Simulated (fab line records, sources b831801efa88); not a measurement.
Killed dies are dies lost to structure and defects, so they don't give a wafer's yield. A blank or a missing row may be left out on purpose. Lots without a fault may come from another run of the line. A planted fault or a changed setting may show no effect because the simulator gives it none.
Split-lot experiment | flow sky130 | 5 lots, 23 wafers read, on a route of 708 steps

THE SPLIT
At SKY_VT_ADJUST_LVTN_SOFTBAKE_03, the setting temp_c was moved away from the recipe's 110 C on 11 of the 23 wafers read, by -2.5% to +2.3%. The other wafers ran this setting at the recipe's value.

The file shows no step between the split and the reading.

THE READING
coat_of_VT_ADJUST_LVTN_COAT_02.thk_nm (the simulator's own value, which no gauge read), in nm, at SKY_VT_ADJUST_LVTN_DEVELOP_06 (develop time 60 s). The file gives no usual value for it. The 12 wafers here that ran the recipe average 2993 nm, standard deviation 8.9 nm.

wafer  | tool, chamber at the split | temp_c as run, C | against the recipe | coat_of_VT_ADJUST_LVTN_COAT_02.thk_nm, nm | against lot-mates on the recipe
L076.1 | litho_track-03, 0          | 107.2            | -2.5%              | 3020                                      | +23
L076.2 | litho_track-03, 0          | 107.2            | -2.5%              | 3021                                      | +24
L076.3 | litho_track-03, 0          | 110              | recipe             | 2995                                      | -
L076.4 | litho_track-03, 0          | 107.2            | -2.5%              | 3026                                      | +29
L076.5 | litho_track-03, 0          | 110              | recipe             | 2999                                      | -
L078.2 | litho_track-04, 0          | 110              | recipe             | 2990                                      | -
L078.5 | litho_track-04, 0          | 110              | recipe             | 2986                                      | -
L078.6 | litho_track-04, 0          | 110              | recipe             | 2986                                      | -
L079.2 | litho_track-03, 0          | 112.5            | +2.3%              | 2976                                      | -27
L079.3 | litho_track-03, 0          | 110              | recipe             | 2998                                      | -
L079.4 | litho_track-03, 0          | 110              | recipe             | 3003                                      | -
L079.5 | litho_track-03, 0          | 112.5            | +2.3%              | 2978                                      | -25
L079.6 | litho_track-03, 0          | 110              | recipe             | 3007                                      | -
L080.1 | litho_track-01, 0          | 108.4            | -1.5%              | 3010                                      | +13
L080.2 | litho_track-01, 0          | 108.4            | -1.5%              | 3000                                      | +3
L080.3 | litho_track-01, 0          | 110              | recipe             | 2999                                      | -
L080.4 | litho_track-01, 0          | 108.4            | -1.5%              | 3018                                      | +21
L080.5 | litho_track-01, 0          | 110              | recipe             | 2995                                      | -
L085.1 | litho_track-04, 0          | 111.9            | +1.7%              | 2973                                      | -6
L085.2 | litho_track-04, 0          | 111.9            | +1.7%              | 2957                                      | -22
L085.3 | litho_track-04, 0          | 110              | recipe             | 2981                                      | -
L085.5 | litho_track-04, 0          | 110              | recipe             | 2976                                      | -
L085.6 | litho_track-04, 0          | 111.9            | +1.7%              | 2974                                      | -4

THE FIT
A straight line over all 23 wafers: coat_of_VT_ADJUST_LVTN_COAT_02.thk_nm changes by -11 nm for each +1% of temp_c; r = -0.88; the points scatter about the line by 8.7 nm.
The same after taking each lot's own level away (the mean of its wafers on the recipe; 23 wafers): -9.26 nm for each +1%; r = -0.93; scatter 5.3 nm.
On that fit, the largest move of temp_c shifts the reading by 24 nm.
The lots' own levels span 2978.5 to 3002.7 nm, that is 2.7 times the standard deviation above.
So the lot-to-lot level changes the slope: the two fits differ.
Check: with one of the wafers moved furthest among these (-2.5%) left out of the fit, the line predicts +24.2 nm for it against its lot-mates. It came out at +23 nm against them.

OTHER SPLITS ON THESE WAFERS
These wafers also went through other splits before the reading. Each is held against what the fit with the lots' levels taken away leaves over:
other split on the same wafers               | wafers away from the commonest value | r with coat_of_VT_ADJUST_LVTN_COAT_02.thk_nm (lot level and that fit taken away)
SKY_FIELD_ISO_OXIDATION_01 ox_time_s         | 15                                   | -0.10
SKY_FIELD_ISO_EXPOSE_10 dose_mj              | 5                                    | -0.05
SKY_FIELD_ISO_ETCH_14 bias_w                 | 10                                   | -0.20
SKY_FIELD_ISO_OXIDATION_22 temp_c            | 10                                   | +0.10
SKY_DNWELL_COAT_02 spin_rpm                  | 8                                    | +0.04
SKY_NWELL_COAT_05 spin_rpm                   | 12                                   | -0.13
SKY_NWELL_IMPLANT_24 energy_kev              | 7                                    | -0.16
SKY_VT_ADJUST_HVTP_DEVELOP_06 develop_time_s | 5                                    | -0.17

THE WHOLE CHAIN: every reading that the file lists as answering this split, in the file's order
step                          | what it does      | reading                                                                                | change (the file's fit)              | r (the file's)
SKY_VT_ADJUST_LVTN_DEVELOP_06 | develop time 60 s | coat_of_VT_ADJUST_LVTN_COAT_02.thk_nm (the simulator's own value, which no gauge read) | -9.43 nm for each +1% of the setting | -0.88
SKY_VT_ADJUST_LVTN_STRIP_09   | strips in O2/N2   | strip_time_to_endpoint_s                                                               | withheld for each +1% of the setting | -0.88

THE FILE'S OWN FIT
coat_of_VT_ADJUST_LVTN_COAT_02.thk_nm changes by -9.43 nm for each +1% of temp_c, r = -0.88.
